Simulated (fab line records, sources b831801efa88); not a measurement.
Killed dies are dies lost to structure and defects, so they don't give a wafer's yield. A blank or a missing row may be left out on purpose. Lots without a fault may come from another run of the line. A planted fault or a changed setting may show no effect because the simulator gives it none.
Which tool did it? | flow sky130 | 13 lots, 39 wafers sampled, at 4 steps of a route of 708

WHAT THE GAUGES READ, wafer by wafer
The record holds no reading of a measuring or inspecting step that can be judged against a usual standard deviation.

WHICH TOOL RAN EACH LOT (tool, then ch and the chambers of the sampled wafers, then the start)
lot  | SKY_SONOS_TUNNEL_IMPLANT_09     | SKY_GATE_OXIDE_STRIP_13              | SKY_LI_CONTACT_ETCH_15             | SKY_CONTACT_CVD_00
L266 | implanter-01 ch 0, day 11 13:22 | plasma_asher-01 ch 1, day 15 03:11   | rie_diel-01 ch 1,3, day 30 15:51   | pecvd-02 ch 0,1, day 31 21:25
L268 | implanter-01 ch 0, day 12 00:25 | plasma_asher-01 ch 0,1, day 15 04:50 | rie_diel-04 ch 0,1,3, day 30 15:56 | pecvd-01 ch 0,2, day 31 21:48
L270 | implanter-04 ch 0, day 13 09:08 | plasma_asher-01 ch 0,1, day 15 20:34 | rie_diel-04 ch 0,1,3, day 31 03:59 | pecvd-01 ch 0,1,2, day 32 10:45
L271 | implanter-01 ch 0, day 13 17:56 | plasma_asher-01 ch 0,1, day 16 07:33 | rie_diel-02 ch 2,3, day 31 16:08   | pecvd-02 ch 0,1, day 32 21:09
L272 | implanter-04 ch 0, day 13 18:56 | plasma_asher-03 ch 1, day 16 10:00   | rie_diel-01 ch 0,1,2, day 31 22:17 | pecvd-02 ch 0,1, day 33 04:16
L273 | implanter-03 ch 0, day 14 01:45 | plasma_asher-02 ch 0, day 16 18:02   | rie_diel-01 ch 0,1,3, day 32 00:53 | pecvd-01 ch 0,1,2, day 33 07:06
L275 | implanter-03 ch 0, day 14 13:51 | plasma_asher-02 ch 0,1, day 17 07:50 | rie_diel-01 ch 0,2,3, day 32 11:51 | pecvd-04 ch 1,2, day 33 18:10
L276 | implanter-01 ch 0, day 15 00:17 | plasma_asher-02 ch 0,1, day 17 21:01 | rie_diel-04 ch 0,1,3, day 33 01:18 | pecvd-02 ch 1,2, day 34 06:08
L278 | implanter-01 ch 0, day 15 16:40 | plasma_asher-01 ch 0,1, day 18 08:49 | rie_diel-02 ch 1,2,3, day 33 10:33 | pecvd-04 ch 0,2, day 34 15:07
L280 | implanter-01 ch 0, day 15 22:30 | plasma_asher-01 ch 0,1, day 18 18:56 | rie_diel-04 ch 0,1, day 34 02:17   | pecvd-01 ch 0,1,2, day 35 07:29
L285 | implanter-01 ch 0, day 17 14:58 | plasma_asher-03 ch 0,1, day 20 13:17 | rie_diel-02 ch 0,1,2, day 35 12:06 | pecvd-01 ch 0,1, day 36 16:45
L288 | implanter-01 ch 0, day 18 22:43 | plasma_asher-03 ch 0,1, day 21 21:52 | rie_diel-01 ch 0,3, day 36 16:45   | pecvd-02 ch 0,1,2, day 37 21:35
L289 | implanter-04 ch 0, day 18 22:47 | plasma_asher-02 ch 0,1, day 21 20:20 | rie_diel-02 ch 0,3, day 36 12:42   | pecvd-02 ch 0,1, day 37 17:40
- SKY_SONOS_TUNNEL_IMPLANT_09
- SKY_GATE_OXIDE_STRIP_13: strips in O2/N2.
- SKY_LI_CONTACT_ETCH_15: etches PSG in C4F8/O2/Ar, stops on Si, target depth 600 nm.
- SKY_CONTACT_CVD_00: deposits Si3N4, target thk 75 nm.

WHAT THE TOOLS THEMSELVES READ (means of the sampled wafers that have a number; where no wafer has one, the mark that the record gives instead)
SKY_SONOS_TUNNEL_IMPLANT_09.
lot  | tool         | beam_energy_keV
L266 | implanter-01 | 20.011
L268 | implanter-01 | 19.999
L270 | implanter-04 | 19.993
L271 | implanter-01 | 19.993
L272 | implanter-04 | 19.997
L273 | implanter-03 | 19.999
L275 | implanter-03 | 20.000
L276 | implanter-01 | 19.989
L278 | implanter-01 | 19.995
L280 | implanter-01 | 19.997
L285 | implanter-01 | 19.070
L288 | implanter-01 | 19.085
L289 | implanter-04 | 20.004

SKY_GATE_OXIDE_STRIP_13.
lot  | tool            | drypump_motor_current_A (A) | oes_product_au (a.u.) | strip_time_to_endpoint_s (s)
L266 | plasma_asher-01 | 5.70                        | 0.719                 | 14.12
L268 | plasma_asher-01 | 5.54                        | 0.719                 | 14.12
L270 | plasma_asher-01 | 5.39                        | 0.714                 | 14.21
L271 | plasma_asher-01 | 5.54                        | 0.718                 | 14.13
L272 | plasma_asher-03 | 5.66                        | 0.717                 | 14.15
L273 | plasma_asher-02 | 5.70                        | 0.716                 | 14.16
L275 | plasma_asher-02 | 5.29                        | 0.713                 | 14.14
L276 | plasma_asher-02 | 5.30                        | 0.716                 | 14.23
L278 | plasma_asher-01 | 5.40                        | 0.716                 | 14.15
L280 | plasma_asher-01 | 5.55                        | 0.714                 | 14.21
L285 | plasma_asher-03 | 5.58                        | 0.715                 | 14.18
L288 | plasma_asher-03 | 5.59                        | 0.712                 | 14.20
L289 | plasma_asher-02 | 5.47                        | 0.718                 | 14.15

SKY_LI_CONTACT_ETCH_15.
lot  | tool        | oes_product_au (a.u.)
L266 | rie_diel-01 | 0.837
L268 | rie_diel-04 | 0.834
L270 | rie_diel-04 | 0.835
L271 | rie_diel-02 | 0.836
L272 | rie_diel-01 | 0.838
L273 | rie_diel-01 | 0.831
L275 | rie_diel-01 | 0.838
L276 | rie_diel-04 | 0.838
L278 | rie_diel-02 | 0.836
L280 | rie_diel-04 | 0.833
L285 | rie_diel-02 | 0.836
L288 | rie_diel-01 | 0.841
L289 | rie_diel-02 | 0.835

SKY_CONTACT_CVD_00.
lot  | tool     | heater_power_w (W)
L266 | pecvd-02 | 637
L268 | pecvd-01 | 624
L270 | pecvd-01 | 720
L271 | pecvd-02 | 638
L272 | pecvd-02 | 618
L273 | pecvd-01 | 692
L275 | pecvd-04 | 643
L276 | pecvd-02 | 705
L278 | pecvd-04 | 622
L280 | pecvd-01 | 687
L285 | pecvd-01 | 624
L288 | pecvd-02 | 701
L289 | pecvd-02 | 661

THE ANSWER, worked out from the rows above alone
Rule: what is usual is taken from the lots themselves. Put in order of their means at a reading, lots are off if they are a third of the lots or fewer, leave a main group of 4 or more, and stand apart from it by a gap of 3 or more times the standard deviation of the main group's means; of several such gaps the widest counts. A main group whose means are all the same, to the digits that the tables above print for the reading, isn't used. A lot without any number at a reading at which 4 lots or more have one is off too. The other lots that the step has rows for count as sound. The gauges are gone through in route order, then the tools' own readings, and for those a lot's mean is taken as printed above. The first step at which some lot is off is used, and at that step the reading that is off furthest; a lot without a number counts as furthest.
Off: L285, L288, at SKY_SONOS_TUNNEL_IMPLANT_09 (beam_energy_keV). The main group: mean 19.998, standard deviation 0.0057.
A tool fits if, at that step or a process step before it, it ran every lot that is off, and no sound lot after the first of them. One fits: implanter-01 at SKY_SONOS_TUNNEL_IMPLANT_09. Its last sound lot is L280 (day 15 22:30), its first lot that is off L285 (day 17 14:58): a fault that began between those two fits.
The tool's own readings at SKY_SONOS_TUNNEL_IMPLANT_09 bear it out: on the lots that are off they differ by more than 5 times the standard deviation of the sound lots' means. beam_energy_keV reads 19.078 there against 19.998 on the sound lots.

WHAT THE SIMULATOR HAD PUT IN
Process parameter drift: implanter-01, from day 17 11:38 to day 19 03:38, at SKY_SONOS_TUNNEL_IMPLANT_09. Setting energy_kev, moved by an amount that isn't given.
Lots struck among those shown: L285, L288. The rule above found the same.
